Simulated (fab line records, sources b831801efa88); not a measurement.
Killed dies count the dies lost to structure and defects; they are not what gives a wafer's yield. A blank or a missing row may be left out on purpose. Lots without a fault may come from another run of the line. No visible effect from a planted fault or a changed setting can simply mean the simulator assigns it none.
8D (eight disciplines) problem report, filled in by code ; flow sky130 ; the parts of the form that need people (team, actions taken, sign-off) are left out

## 1. WHAT WENT WRONG
At SKY_POLY_CUT_ETCH_11, run-length-s averages 74.6 s over 2 wafers from 2 lots, while fault-free wafers read 70.8 s, standard deviation 0.54. That puts it +7.0 standard deviations away from the usual mean.
The step: etches Si3N4 in CF4/CH2F2/Ar, stops on poly-Si, time 42.5 s, target depth 60 nm.
First observed at day 30 14:29: wafer L349.4, on rie-diel-03. At this step, 40 wafers from 14 lots have a number in the record. By rule, "out" or "out of limits" means more than 4 standard deviations away from the usual mean. The rest of the wafers with a number are treated as sound.

## 2. WHAT IT IS AND WHAT IT IS NOT
question;is;is not
which readings at this step;run-length-s, oes-product-au;drypump-motor-current-A, throttle-valve-pct
which lots;L349, L351;L331, L333, L334, L335, L336, L338, L339, L340, L341, L342, L353, L354
which wafers of those lots;L349.4, L351.1;L349.6, L351.6
read on which tools;rie-diel-03;rie-diel-01, rie-diel-02
when;from day 30 14:29;"up to then (31 sound wafers); but 7 sound wafers of L351, L353, L354 came after"

## 3. SUSPECTS, AND WHAT RULES EACH OUT
Counting: if a tool at a process step up to the reading ran every lot that is out, it stays a suspect. Sound lots after the first of them don't rule it out here, since some wafers of a struck lot are sound.
- rie-diel-03 at SKY_POLY_CUT_ETCH_11 (etches Si3N4 in CF4/CH2F2/Ar, stops on poly-Si, time 42.5 s, target depth 60 nm): kept. Ran every lot that is out, first one L349 (day 30 14:29); last sound lot up to then L342 (day 28 21:38). Its own readings are out on those wafers: oes-product-au, run-length-s.
- At SKY_POLY_CUT_ETCH_11, inside rie-diel-03: chamber 0 took the wafers that are out, while their sound lot-mates went through chambers 1, 2.
After counting, what remains is rie-diel-03 at SKY_POLY_CUT_ETCH_11.

## 4. THE CAUSE (what the simulator had put in)
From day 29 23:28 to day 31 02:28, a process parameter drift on rie-diel-03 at SKY_POLY_CUT_ETCH_11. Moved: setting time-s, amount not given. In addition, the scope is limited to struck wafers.
This tool alone remained once counting was done.

## 5. THE EFFECT CHAIN, in route order
One row per reading whose mean, taken over the struck wafers that have a number, lies over 3 standard deviations from the usual. Only readings whose record carries a usual standard deviation are examined. hours: median over the lots of the time between each lot's start at the first step of this table that gives one and its start at this step. sigmas: the change, counted in usual standard deviations.
hours;step;reading;usual;on struck wafers;change;sigmas
0;SKY_POLY_CUT_ETCH_11;oes-product-au;0.835 a.u.;0.803;-0.032;-5.1
0;SKY_POLY_CUT_ETCH_11;run-length-s;70.8 s;74.6;+3.8;+7.0
Process steps it contains:
- SKY_POLY_CUT_ETCH_11: etches Si3N4 in CF4/CH2F2/Ar, stops on poly-Si, time 42.5 s, target depth 60 nm.
Later measuring or inspecting steps at which every struck wafer that the step has a row for has a number for every such reading, and none has moved that far: SKY_SD_P_TW_MEAS_11.

## 6. HOW IT WOULD HAVE BEEN CAUGHT EARLIER
In this record no reading fell out of limits until day 30 14:29, 15 hours after the fault had begun at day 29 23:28.
